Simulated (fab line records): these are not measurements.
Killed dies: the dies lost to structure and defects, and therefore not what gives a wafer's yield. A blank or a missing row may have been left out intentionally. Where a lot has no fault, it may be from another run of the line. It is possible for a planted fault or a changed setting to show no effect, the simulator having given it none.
fab line records	flow sky130
record lots=7	wafers=21	last_day=50
route steps=708 shown LDD_HVP@281 LDD_LDN@289 PAD_OPEN@708
lots that met no fault: taken from a fault-free run of the same line
start_h: start of the lot's first displayed wafer, in hours after the record's first day	wait_h: time in hours since the lot's previous step	" unchanged from the row above	L1.1+2: a row that stands for several wafers	- no value present, or no start provided	* or withheld: withheld	< > ~ a bound
route shown NAME@n: a module of which the file shows steps, and the number in the route of the first	usual: mean and standard deviation over wafers with no fault	same: alike in all rows	chamber/n: place in a boat	sites: each site's reading	_std_site: how widely they spread, as a standard deviation	_edge_site: mean of outer sites minus mean of inner sites	radius_mm: how far each site lies from the wafer's centre	mask NAME#n: copy n	behind: the last tool/chamber to shape the wafer	hold: what put the lot on hold/how long, in hours/how the hold closed	device: which transistor (n, p or np) failed to switch	end of line: tests run on the same wafers once the route is complete	step lacking rows: just its recipe	killed: count of dies lost to structure and defects at first sort (not the wafer's yield)	map: per-die view of a wafer (x killed, . not killed, _ where there is no die)
set.NAME: the setting that was run; set.NAME@STEP: the one run at that earlier step	model.NAME: the simulator's own value behind a step, which no gauge read
lots seen at some steps along the route; tables by step, rows by wafer
services: when a tool's chamber went out of use (start_h, in hours from the record's first day, below 0 if earlier), for how many hours, and the reason
## steps
# step SKY_LDD_HVP_SOFTBAKE_03
# recipe temp_c=90	time_s=60	resist=NOVOLAK
# step SKY_LDD_HVP_EXPOSE_04
# recipe mask_id=HVPTM	na=0.6	source_shape=conventional	sigma_outer=0.6	polarization=unpolarized	target_cd_nm=700	dose_mj=86
# step SKY_LDD_HVP_PEB_05
# recipe temp_c=withheld	time_s=*	resist=NOVOLAK
# step SKY_LDD_HVP_DEVELOP_06
# recipe resist=NOVOLAK	developer=TMAH	develop_time_s=60	dev_temp_c=23
# step SKY_LDD_HVP_OVL_MEAS_07
# usual LDD_HVP_OVL=1.4/1.3
lot.wafer	tool	chamber	start_h	wait_h	LDD_HVP_OVL[nm]
L993.1	overlay-01	-	497.71	0.1	3.3
L993.3	"	-	"	"	0.7
L993.4	"	-	"	"	2.1
L103.2	overlay-02	-	595.97	0.1	1.1
L103.4	"	-	"	"	0.4
L103.5	"	-	"	"	0.9
L104.1	overlay-02	-	598.76	0.1	3.7
L104.4	"	-	"	"	4.0
L104.5	"	-	"	"	2.9
L108.4	overlay-02	-	627.83	0.1	3.6
L108.5	"	-	"	"	5.5
L108.6	"	-	"	"	3.1
L112.1	overlay-02	-	666.11	0.1	1.6
L112.2	"	-	"	"	0.4
L112.6	"	-	"	"	0.9
L113.3	overlay-02	-	674.23	0.1	0.2
L113.5	"	-	"	"	2.2
L113.6	"	-	"	"	-0.6
L115.1	overlay-01	-	681.41	0.1	2.2
L115.4	"	-	"	"	1.7
L115.6	"	-	"	"	1.8
# step SKY_LDD_HVP_IMPLANT_08
# recipe species=B	energy_kev=20	dose_cm2=1.7e+13	tilt_deg=17.9
# step SKY_LDD_HVP_STRIP_09
# recipe chemistry=O2/N2	power_w=1400	pressure_mtorr=1500	platen_temp_c=withheld	o2_flow_sccm=3000	n2_flow_sccm=300	overash_fraction=0.5
# usual drypump_motor_current_A=5.70/0.29	oes_product_au=0.408/0.0048	strip_time_to_endpoint_s=4.131/0.015
lot.wafer	tool	chamber	start_h	wait_h	drypump_motor_current_A	oes_product_au	rf_hours_counter_h	strip_time_to_endpoint_s
L993.1	plasma_asher-04	1	497.90	0.1	5.99	0.416	7	4.137
L993.3	"	0	"	"	5.26	0.413	-	4.149
L993.4	"	1	"	"	5.99	0.406	-	4.135
L103.2	plasma_asher-04	1	596.15	0.1	6.03	0.411	17	4.121
L103.4	"	1	"	"	6.02	0.407	-	4.129
L103.5	"	1	"	"	6.01	0.409	-	4.105
L104.1	plasma_asher-03	0	598.95	0.1	5.52	0.410	80	4.121
L104.4	"	1	"	"	5.89	0.413	-	4.129
L104.5	"	1	"	"	5.88	0.414	-	4.116
L108.4	plasma_asher-02	0	628.03	0.1	5.61	0.396	-	4.163
L108.5	"	1	"	"	6.04	0.416	-	4.167
L108.6	"	0	"	"	5.63	0.409	-	4.155
L112.1	plasma_asher-03	1	666.30	0.1	5.93	0.404	87	4.153
L112.2	"	0	"	"	5.52	0.408	87	4.153
L112.6	"	1	"	"	5.89	0.407	-	4.149
L113.3	plasma_asher-02	0	674.43	0.1	5.62	0.402	-	4.127
L113.5	"	1	"	"	6.01	0.420	-	4.137
L113.6	"	0	"	"	5.62	0.409	-	4.119
L115.1	plasma_asher-02	0	681.60	0.1	5.63	0.416	93	4.149
L115.4	"	0	"	"	5.61	0.406	-	4.147
L115.6	"	1	"	"	6.01	0.404	-	4.139
# step SKY_LDD_HVP_TW_MEAS_10
# usual LDD_HVP_TW=458/5.4
lot.wafer	tool	chamber	start_h	wait_h	LDD_HVP_TW
L993.1	film_metro-01	-	498.00	0.1	464
L993.3	"	-	"	"	463
L993.4	"	-	"	"	463
L103.2	film_metro-01	-	596.26	0.1	463
L103.4	"	-	"	"	462
L103.5	"	-	"	"	461
L104.1	film_metro-03	-	599.05	0.1	453
L104.4	"	-	"	"	453
L104.5	"	-	"	"	451
L108.4	film_metro-01	-	628.13	0.1	462
L108.5	"	-	"	"	460
L108.6	"	-	"	"	461
L112.1	film_metro-02	-	666.40	0.1	447
L112.2	"	-	"	"	449
L112.6	"	-	"	"	452
L113.3	film_metro-01	-	674.52	0.1	462
L113.5	"	-	"	"	463
L113.6	"	-	"	"	463
L115.1	film_metro-03	-	681.70	0.1	454
L115.4	"	-	"	"	453
L115.6	"	-	"	"	452
# step SKY_LDD_LDN_DEHYDRATE_00
# recipe temp_c=200	time_s=60
# step SKY_LDD_LDN_HMDS_01
# recipe prime_time_s=60	prime_temp_c=120
# step SKY_LDD_LDN_COAT_02
# recipe resist=NOVOLAK	spin_rpm=3000	resist_thk_nm=1140
# step SKY_LDD_LDN_SOFTBAKE_03
# recipe temp_c=90	time_s=60	resist=NOVOLAK
# step SKY_LDD_LDN_EXPOSE_04
# recipe mask_id=LDNTM	na=0.6	source_shape=conventional	sigma_outer=0.6	polarization=unpolarized	target_cd_nm=700	dose_mj=140
# usual exposure_dose_mJ_cm2=140.04/0.15
lot.wafer	tool	chamber	start_h	wait_h	mask	exposure_dose_mJ_cm2	model.LDD_LDN.overlay_x_nm
L993.1	iline_stepper-02	0	513.31	-	LDNTM#0	139.93	-0.3337
L993.3	"	0	"	"	LDNTM#0	139.84	-0.3337
L993.4	"	0	"	"	LDNTM#0	139.85	-0.3337
L103.2	iline_stepper-02	0	611.08	-	LDNTM#0	139.91	112.1
L103.4	"	0	"	"	LDNTM#0	140.23	112.1
L103.5	"	0	"	"	LDNTM#0	140.17	112.1
L104.1	iline_stepper-02	0	613.73	-	LDNTM#0	140.09	113.6
L104.4	"	0	"	"	LDNTM#0	140.02	113.6
L104.5	"	0	"	"	LDNTM#0	140.35	113.6
L108.4	iline_stepper-02	0	643.12	-	LDNTM#0	140.02	115
L108.5	"	0	"	"	LDNTM#0	139.82	115
L108.6	"	0	"	"	LDNTM#0	139.83	115
L112.1	iline_stepper-01	0	680.03	-	LDNTM#0	140.15	0.4443
L112.2	"	0	"	"	LDNTM#0	140.07	0.4443
L112.6	"	0	"	"	LDNTM#0	140.26	0.4443
L113.3	iline_stepper-01	0	688.45	-	LDNTM#0	139.88	-0.2011
L113.5	"	0	"	"	LDNTM#0	140.06	-0.2011
L113.6	"	0	"	"	LDNTM#0	140.11	-0.2011
L115.1	iline_stepper-01	0	696.56	-	LDNTM#0	140.15	-1.652
L115.4	"	0	"	"	LDNTM#0	140.05	-1.652
L115.6	"	0	"	"	LDNTM#0	140.15	-1.652
# step SKY_LDD_LDN_PEB_05
# recipe temp_c=withheld	time_s=*	resist=NOVOLAK
# step SKY_LDD_LDN_DEVELOP_06
# recipe resist=NOVOLAK	developer=TMAH	develop_time_s=60	dev_temp_c=23
# step SKY_LDD_LDN_OVL_MEAS_07
# usual LDD_LDN_OVL=-0.5/1.2
lot.wafer	tool	chamber	start_h	wait_h	LDD_LDN_OVL[nm]
L993.1	overlay-01	-	528.04	0.2	-0.8
L993.3	"	-	"	"	-0.8
L993.4	"	-	"	"	0.0
L103.2	overlay-02	-	624.67	0.1	112.6
L103.4	"	-	"	"	112.0
L103.5	"	-	"	"	111.2
L104.1	overlay-01	-	628.11	0.1	112.8
L104.4	"	-	"	"	111.9
L104.5	"	-	"	"	112.6
L108.4	overlay-02	-	657.05	0.1	113.8
L108.5	"	-	"	"	113.7
L108.6	"	-	"	"	114.3
L112.1	overlay-01	-	694.96	0.1	0.3
L112.2	"	-	"	"	1.0
L112.6	"	-	"	"	0.1
L113.3	overlay-01	-	703.18	0.1	0.2
L113.5	"	-	"	"	-1.2
L113.6	"	-	"	"	-1.2
L115.1	overlay-01	-	709.83	0.1	0.3
L115.4	"	-	"	"	-0.9
L115.6	"	-	"	"	-0.1
# step SKY_LDD_LDN_IMPLANT_08
# recipe species=As	energy_kev=15	dose_cm2=1.25e+13	tilt_deg=withheld	rotation_deg=23
# step SKY_PAD_OPEN_PROBE_99
# usual killed_at_M0_to_M3=42/6.6	killed_at_M4_up=3.1/1.9	killed_at_contacts=25/5.7	killed_at_front_end=16/5	killed_at_other=0.2/0.38	killed_dies=86/9.6	killed_on_rim=16/4	killed_open=47/7.2	killed_short=39/6.2
# same gross_dies=492	killed_at_back_side=0
lot.wafer	tool	chamber	start_h	wait_h	killed_at_M0_to_M3	killed_at_M4_up	killed_at_contacts	killed_at_front_end	killed_at_other	killed_dies	killed_on_rim	killed_open	killed_short
L993.1	prober-02	-	1082.55	0.1	37	1	23	10	0	71	10	41	30
L993.3	prober-02	-	1082.65	0.2	41	3	34	16	1	95	20	53	42
L993.4	prober-02	-	1082.70	0.2	50	2	29	14	0	95	17	53	42
L103.2	prober-02	-	1147.73	0.1	38	2	42	9	0	91	22	48	43
L103.4	prober-02	-	1147.83	0.2	33	1	21	19	0	74	14	44	30
L103.5	prober-02	-	1147.88	0.2	52	2	26	14	0	94	12	55	39
L104.1	prober-01	-	1149.13	0.1	43	5	20	12	0	80	11	51	29
L104.4	prober-01	-	1149.28	0.2	40	1	23	16	0	80	15	49	31
L104.5	prober-01	-	1149.33	0.2	62	6	27	19	0	114	31	61	53
L108.4	prober-01	-	1167.89	0.2	45	0	19	14	0	78	18	40	38
L108.5	prober-01	-	1167.94	0.2	39	4	20	21	0	84	18	35	49
L108.6	prober-01	-	1167.99	0.2	46	2	28	16	0	92	15	54	38
L112.1	prober-01	-	1191.85	0.1	36	6	23	12	0	77	16	41	36
L112.2	prober-01	-	1191.90	0.1	42	5	25	14	0	86	18	46	40
L112.6	prober-01	-	1192.10	0.2	43	2	32	20	0	97	20	49	48
L113.3	prober-02	-	1193.45	0.2	34	3	21	16	0	74	8	39	35
L113.5	prober-02	-	1193.55	0.2	49	2	23	21	0	95	15	50	45
L113.6	prober-02	-	1193.60	0.2	38	5	21	13	2	79	16	46	33
L115.1	prober-02	-	1197.80	0.1	42	2	25	10	1	80	13	47	33
L115.4	prober-02	-	1197.95	0.2	53	3	22	9	0	87	9	40	47
L115.6	prober-02	-	1198.05	0.2	44	5	21	9	0	79	14	39	40
# killed by level:class
L993.1 VIA1:geometric_particle:open=9 CONTACT:geometric_particle:open=7 LI_CONTACT:geometric_particle:open=6 LI_CONTACT:geometric_particle:short=6 METAL1:geometric_particle:short=5 METAL2:geometric_particle:short=4 VIA2:geometric_particle:open=4 VIA3:geometric_particle:open=4
L993.3 CONTACT:geometric_particle:open=12 VIA1:geometric_particle:open=12 LI_CONTACT:geometric_particle:open=8 LOCAL_INTERCONNECT:geometric_particle:short=7 POLY_GATE:geometric_particle:short=6 VIA1:geometric_particle:short=5 VIA2:geometric_particle:open=5 VIA3:geometric_particle:short=5
L993.4 CONTACT:geometric_particle:open=13 VIA1:geometric_particle:open=12 LI_CONTACT:geometric_particle:open=7 VIA3:geometric_particle:open=7 VIA2:geometric_particle:open=6 VIA1:geometric_particle:short=6 FIELD_ISO:geometric_particle:short=5 CONTACT:geometric_particle:short=5
L103.2 CONTACT:geometric_particle:open=12 CONTACT:geometric_particle:short=9 LI_CONTACT:geometric_particle:open=8 VIA1:geometric_particle:open=8 METAL1:geometric_particle:short=7 LI_CONTACT:geometric_particle:short=6 VIA2:geometric_particle:open=6 FIELD_ISO:geometric_particle:short=5
L103.4 FIELD_ISO:geometric_particle:open=9 CONTACT:geometric_particle:open=9 LI_CONTACT:geometric_particle:open=6 METAL2:geometric_particle:short=6 VIA1:geometric_particle:short=6 VIA3:geometric_particle:open=5 VIA2:geometric_particle:open=5 CONTACT:geometric_particle:short=3
L103.5 CONTACT:geometric_particle:open=10 VIA1:geometric_particle:open=10 VIA2:geometric_particle:open=8 LI_CONTACT:geometric_particle:open=7 VIA3:geometric_particle:open=7 CONTACT:geometric_particle:short=5 METAL1:geometric_particle:short=5 METAL2:geometric_particle:short=5
L104.1 VIA1:geometric_particle:open=11 CONTACT:geometric_particle:open=8 VIA2:geometric_particle:open=8 LI_CONTACT:geometric_particle:open=6 VIA3:geometric_particle:open=6 METAL1:geometric_particle:short=5 FIELD_ISO:geometric_particle:open=4 CONTACT:geometric_particle:short=4
L104.4 LI_CONTACT:geometric_particle:open=10 VIA1:geometric_particle:open=9 FIELD_ISO:geometric_particle:open=5 CONTACT:geometric_particle:open=5 VIA2:geometric_particle:open=5 METAL2:geometric_particle:short=5 POLY_GATE:geometric_particle:open=4 CONTACT:geometric_particle:short=4
L104.5 VIA1:geometric_particle:open=14 VIA3:geometric_particle:open=13 CONTACT:geometric_particle:open=10 CONTACT:geometric_particle:short=7 METAL2:geometric_particle:short=6 LI_CONTACT:geometric_particle:open=6 VIA3:geometric_particle:short=6 METAL1:geometric_particle:short=6
L108.4 VIA1:geometric_particle:open=10 METAL2:geometric_particle:short=7 VIA1:geometric_particle:short=6 LI_CONTACT:geometric_particle:open=5 CONTACT:geometric_particle:open=5 CONTACT:geometric_particle:short=4 METAL1:geometric_particle:short=4 VIA2:geometric_particle:open=4
L108.5 POLY_GATE:geometric_particle:short=9 METAL2:geometric_particle:short=7 CONTACT:geometric_particle:short=7 VIA1:geometric_particle:open=7 VIA1:geometric_particle:short=7 CONTACT:geometric_particle:open=5 VIA2:geometric_particle:open=5 LOCAL_INTERCONNECT:geometric_particle:short=4
L108.6 CONTACT:geometric_particle:open=16 VIA1:geometric_particle:open=13 LI_CONTACT:geometric_particle:open=6 VIA2:geometric_particle:short=6 POLY_GATE:geometric_particle:short=5 VIA1:geometric_particle:short=5 METAL2:geometric_particle:short=5 VIA3:geometric_particle:open=5
L112.1 CONTACT:geometric_particle:short=8 LI_CONTACT:geometric_particle:open=7 VIA1:geometric_particle:open=7 VIA1:geometric_particle:short=6 CONTACT:geometric_particle:open=5 METAL1:geometric_particle:open=4 METAL4:geometric_particle:short=4 METAL2:geometric_particle:short=4
L112.2 CONTACT:geometric_particle:short=8 VIA1:geometric_particle:open=8 VIA3:geometric_particle:open=7 VIA2:geometric_particle:open=6 CONTACT:geometric_particle:open=6 METAL2:geometric_particle:short=5 VIA1:geometric_particle:short=4 POLY_GATE:geometric_particle:short=4
L112.6 VIA1:geometric_particle:open=10 LI_CONTACT:geometric_particle:open=9 CONTACT:geometric_particle:open=9 FIELD_ISO:geometric_particle:short=7 CONTACT:geometric_particle:short=7 VIA3:geometric_particle:open=7 METAL1:geometric_particle:short=6 POLY_GATE:geometric_particle:short=5
L113.3 VIA3:geometric_particle:open=12 CONTACT:geometric_particle:open=11 FIELD_ISO:geometric_particle:open=7 METAL2:geometric_particle:short=4 LOCAL_INTERCONNECT:geometric_particle:short=4 METAL1:geometric_particle:short=4 VIA3:geometric_particle:short=4 POLY_GATE:geometric_particle:short=3
L113.5 VIA1:geometric_particle:open=9 LI_CONTACT:geometric_particle:open=7 CONTACT:geometric_particle:open=7 METAL1:geometric_particle:short=7 VIA1:geometric_particle:short=7 FIELD_ISO:geometric_particle:open=5 CONTACT:geometric_particle:short=5 METAL2:geometric_particle:short=5
L113.6 LI_CONTACT:geometric_particle:open=10 VIA1:geometric_particle:open=9 VIA1:geometric_particle:short=7 METAL1:geometric_particle:short=5 CONTACT:geometric_particle:open=5 VIA2:geometric_particle:open=5 METAL3:geometric_particle:short=5 VIA3:geometric_particle:open=5
L115.1 VIA1:geometric_particle:open=11 CONTACT:geometric_particle:open=10 VIA3:geometric_particle:open=7 LI_CONTACT:geometric_particle:open=6 LOCAL_INTERCONNECT:geometric_particle:short=5 VIA2:geometric_particle:open=5 FIELD_ISO:geometric_particle:open=4 VIA1:geometric_particle:short=4
L115.4 VIA1:geometric_particle:open=12 METAL1:geometric_particle:short=11 METAL2:geometric_particle:short=7 VIA1:geometric_particle:short=7 VIA3:geometric_particle:open=7 CONTACT:geometric_particle:open=6 LI_CONTACT:geometric_particle:open=4 LOCAL_INTERCONNECT:geometric_particle:short=4
L115.6 VIA1:geometric_particle:open=10 METAL2:geometric_particle:short=9 CONTACT:geometric_particle:open=7 VIA1:geometric_particle:short=6 VIA2:geometric_particle:open=6 LOCAL_INTERCONNECT:geometric_particle:short=4 CONTACT:geometric_particle:short=4 METAL4:geometric_particle:short=4
## services
tool	chamber	start_h	hours	kind
iline_stepper-01	-	475.63	13.6	repair
iline_stepper-01	-	492.81	1.7	pm
plasma_asher-02	-	497.32	14.6	pm
iline_stepper-01	-	514.87	0.6	repair
iline_stepper-02	-	523.66	4.4	pm
iline_stepper-02	-	528.10	1.7	pm
iline_stepper-02	-	569.77	1.3	repair
iline_stepper-01	-	576.54	2.6	repair
iline_stepper-02	-	601.36	2.6	repair
plasma_asher-02	-	601.55	6.5	repair
plasma_asher-04	-	679.80	14.6	pm
## key
first_sign step=SKY_LDD_LDN_OVL_MEAS_07	reading=LDD_LDN_OVL	direction=up	sigmas=96	usual=-0.5	struck=112.8
effect none on later readings
model_effect step=SKY_LDD_LDN_EXPOSE_04	value=LDD_LDN.overlay_x_nm	without=-0.4864	struck=113.6
met_at SKY_LDD_LDN_EXPOSE_04
struck_wafers L103.2,L103.4,L103.5,L104.1,L104.4,L104.5,L108.4,L108.5,L108.6
tester_left_out L103,L104,L108
onset_between 513.31 611.08
fault kind=scanner_matching_overlay	tool=iline_stepper-02	chamber=-	onset_h=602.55	steps=SKY_LDD_LDN_EXPOSE_04	offset=114.09
# tester_left_out: of these lots the tester's yield and bins aren't shown, on N5 and GAA mostly nor the transistor test; their killed dies are dies lost to structure and defects alone, not to doping, threshold or leakage, so they don't give the yield
